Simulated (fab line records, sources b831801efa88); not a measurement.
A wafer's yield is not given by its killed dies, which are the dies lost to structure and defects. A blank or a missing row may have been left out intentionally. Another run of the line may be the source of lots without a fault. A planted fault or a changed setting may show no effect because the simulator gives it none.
Struck lot and sound lot, side by side | flow gf180mcu | 16 steps out of a route of 602
Sound: these wafers, L256.1, L256.2, L256.6. Struck: wafer L269.3; the same lot's L269.1 was not struck, so it is left out; see the end for the cause.
At each step with rows: each side's tool, then ch and its chambers, then its first start. Under that, the readings that differ: sound wafers | struck wafers | difference of the means | sigmas: that difference in standard deviations of wafers without a fault.
alike: same words and numbers on both sides, and readings whose means sit less than 2 such deviations apart. not compared: any withheld reading, any reading some wafer has no value for, any bound like >300 that may hide the same value, and any number with overlapping values for which the record gives no deviation.
Wherever a step has rows on one side only, a row that says differs or no value, or a row with sigmas, the two part there. Numbers that have no deviation but don't overlap get no sigmas and don't part them. A reading missing from all wafers of one side parts the sides only when that side holds two or more wafers.

GF_POLY_GATE_ETCH_13: etches poly-Si in HBr/Cl2, stops on SiO2, target depth 198.5 nm, time 69.6 s.
  sound on rie si-02 ch 0,1, day 9 10:56; struck on rie si-01 ch 1, day 13 06:58
  reading                     | sound       | struck | difference | sigmas
  drypump motor current A (A) | 6.0 6.3 6.3 | 4.9    | -1.3       | -3
  alike: oes product au, throttle valve pct
  not compared: rf hours counter h
GF_POLY_GATE_STRIP_14: strips in O2/N2.
  sound on plasma asher-03 ch 0,1, day 9 10:59; struck on plasma asher-04 ch 0, day 13 07:02
  reading             | sound          | struck | difference | sigmas
  o2 flow sccm (sccm) | 3010 3003 3000 | 2976   | -28        | -3
  alike: drypump motor current A, heater power w, oes product au
  not compared: rf hours counter h
then, 2 steps without rows for these wafers: GF_POLY_GATE_CLEAN_15 (cleans in SC1/SC2, time 150 s); GF_POLY_GATE_OXIDATION_16 (stabilise 600 s, purge 300 s, target thk 4 nm).
GF_POLY_GATE_THK_MEAS_17:
  sound: film metro-01 at day 9 12:23; struck: film metro-04 at day 13 10:08
  alike: POLY_GATE_OXIDATION_THK
GF_POLY_GATE_CD_MEAS_18:
  sound: cd sem-02 at day 9 12:27; struck: cd sem-01 at day 13 10:11
  alike: cd nm
then, 6 steps without rows for these wafers: GF_HV_LDD_DEHYDRATE_00 (time 60 s); GF_HV_LDD_HMDS_01 (prime time 60 s); GF_HV_LDD_COAT_02 (resist thk 1000 nm); GF_HV_LDD_SOFTBAKE_03 (time 60 s); GF_HV_LDD_EXPOSE_04 (exposes mask Nplus LV AREA, target cd 400 nm); GF_HV_LDD_PEB_05.
GF_HV_LDD_DEVELOP_06: develop time 60 s.
  sound on litho track-01 ch 0, day 10 05:31; struck on litho track-01 ch 0, day 14 05:34
GF_HV_LDD_CD_MEAS_07: the cd target is 400 nm.
  sound: cd sem-01 at day 10 05:40; struck: cd sem-02 at day 14 05:43
  reading    | sound             | struck | difference | sigmas
  cd nm (nm) | 401.8 402.3 403.1 | 415.7  | +13.3      | +6
GF_HV_LDD_OVL_MEAS_08:
  sound: overlay-02 at day 10 05:47; struck: overlay-01 at day 14 05:50
  alike: HV_LDD_OVL
-- the record jumps here: 19 days lie between the struck wafers' starts before and after (it left off in module HV_LDD and takes up again in module PASSIVATION, whose first step shown is number 602 of the route) --
GF_PASSIVATION_PROBE_99:
  the record has rows for the struck wafers here (prober-01, day 33 00:52) and none for the sound ones

WHERE THEY PART
Last at GF_PASSIVATION_PROBE_99 as far as this record goes, first at GF_POLY_GATE_ETCH_13.

WHY: what had been put in by the simulator
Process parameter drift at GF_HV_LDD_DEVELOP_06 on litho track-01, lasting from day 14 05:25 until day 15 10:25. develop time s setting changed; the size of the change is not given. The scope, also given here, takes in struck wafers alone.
